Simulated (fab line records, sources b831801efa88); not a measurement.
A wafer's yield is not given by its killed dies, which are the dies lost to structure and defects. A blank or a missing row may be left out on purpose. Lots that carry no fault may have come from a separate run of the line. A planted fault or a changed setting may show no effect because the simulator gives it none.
A lot that was struck, set against a sound lot    flow sky130    15 out of 708 route steps
Sound: wafers L295.2, L295.4, L295.6. Struck: wafer L296.3 (L296.1, L296.6, from the same lot, were not struck and are left out); the cause is given at the end.
For every step that has rows: the tool of each side, followed by ch and its chambers, followed by its first start. Under that, the readings that differ: sound wafers    struck wafers    difference of the means    sigmas: that difference in standard deviations of wafers without a fault.
alike: same words and numbers on both sides, and readings whose means sit less than 2 such deviations apart. not compared: any withheld reading, any reading some wafer has no value for, any bound like >300 that may hide the same value, and any number with overlapping values for which the record gives no deviation.
Wherever a step has rows on one side only, a row that says differs or no value, or a row with sigmas, the two part there. Non-overlapping numbers with no deviation appear without sigmas and do not part them. A reading missing from all wafers of one side parts the sides only when that side holds two or more wafers.

first, 1 step without rows for these wafers: SKY_VIA3_ETCH_14 (etches BARC in N2/H2, stops on SiO2, time 45.9 s, target depth 60 nm).
SKY_VIA3_ETCH_15: etches SiO2 in C4F8/O2/Ar, stops on TiN, target depth 507 nm, time 78 s.
  sound on rie_diel-02 ch 0,3, day 39 11:21; struck on rie_diel-02 ch 1, day 40 01:10
  alike: oes_product_au, rf_fwd_power_W
then, 4 steps without rows for these wafers: SKY_VIA3_STRIP_16 (strips in O2/N2); SKY_VIA3_STRIP_17 (strips in post etch residue remover, time 1200 s); SKY_VIA3_CLEAN_18 (cleans in IPA, time 180 s); SKY_VIA3_CLEAN_19 (cleans in O3/DIW).
SKY_VIA3_SPUTTER_20: material TiN, target thk 20 nm, time 80 s.
  sound on pvd_sputter-03 at day 39 12:00; struck on pvd_sputter-01 at day 40 01:49
  alike: cathode_dc_power_W, throttle_valve_pct
SKY_VIA3_CVD_21: deposits W, target thk 390 nm, time 117.31 s.
  sound on cvd_w-02 ch 0,1, day 39 12:04; struck on cvd_w-02 ch 1, day 40 01:52
  alike: heater_power_w
SKY_VIA3_RS_MEAS_22: measures by four-point-probe.
  sound on film_metro-04 at day 39 12:12; struck on film_metro-04 at day 40 01:59
  alike: VIA3_W_RS
SKY_VIA3_THK_MEAS_23: measures by xrf.
  sound on film_metro-04 at day 39 12:19; struck on film_metro-04 at day 40 02:07
  alike: VIA3_W_THK
SKY_VIA3_CMP_24: polishes, stops on SiO2, t overpolish 20 s, target thk 0 nm.
  sound on cmp-01 ch 0,1,3, day 39 12:22; struck on cmp-01 ch 1, day 40 02:10
reading                  sound              struck  difference  sigmas
edge_zone_pressure_frac  0.999 1.002 1.004  0.991   -0.011      -2
time_to_endpoint_s (s)   90 93 96           104     +11         +3
  alike: motor_current_A, overpolish_run_s
SKY_METAL4_SPUTTER_00: material Ti, target thk 15 nm, time 10 s.
  sound on pvd_sputter-01 at day 39 12:40; struck on pvd_sputter-01 at day 40 02:28
  alike: cathode_dc_power_W, throttle_valve_pct
SKY_METAL4_SPUTTER_01: material TiN, target thk 20 nm, time 16.7 s.
  sound on pvd_sputter-01 at day 39 12:41; struck on pvd_sputter-01 at day 40 02:29
reading                                     sound              struck  difference  sigmas
model.TiN_of_METAL4_SPUTTER_01.thk_nm (nm)  20.02 20.16 20.23  26.5    +6.4        
  alike: cathode_dc_power_W, throttle_valve_pct
then, 2 steps without rows for these wafers: SKY_METAL4_SPUTTER_02 (material AlCu, target thk 735 nm, time 39.1 s); SKY_PAD_OPEN_PROBE_99.

## WHERE THEY PART
SKY_VIA3_CMP_24 only, going by this record. Later steps at which nothing parts them and some readings are alike: SKY_METAL4_SPUTTER_00, SKY_METAL4_SPUTTER_01.

WHY: whatever the simulator had introduced
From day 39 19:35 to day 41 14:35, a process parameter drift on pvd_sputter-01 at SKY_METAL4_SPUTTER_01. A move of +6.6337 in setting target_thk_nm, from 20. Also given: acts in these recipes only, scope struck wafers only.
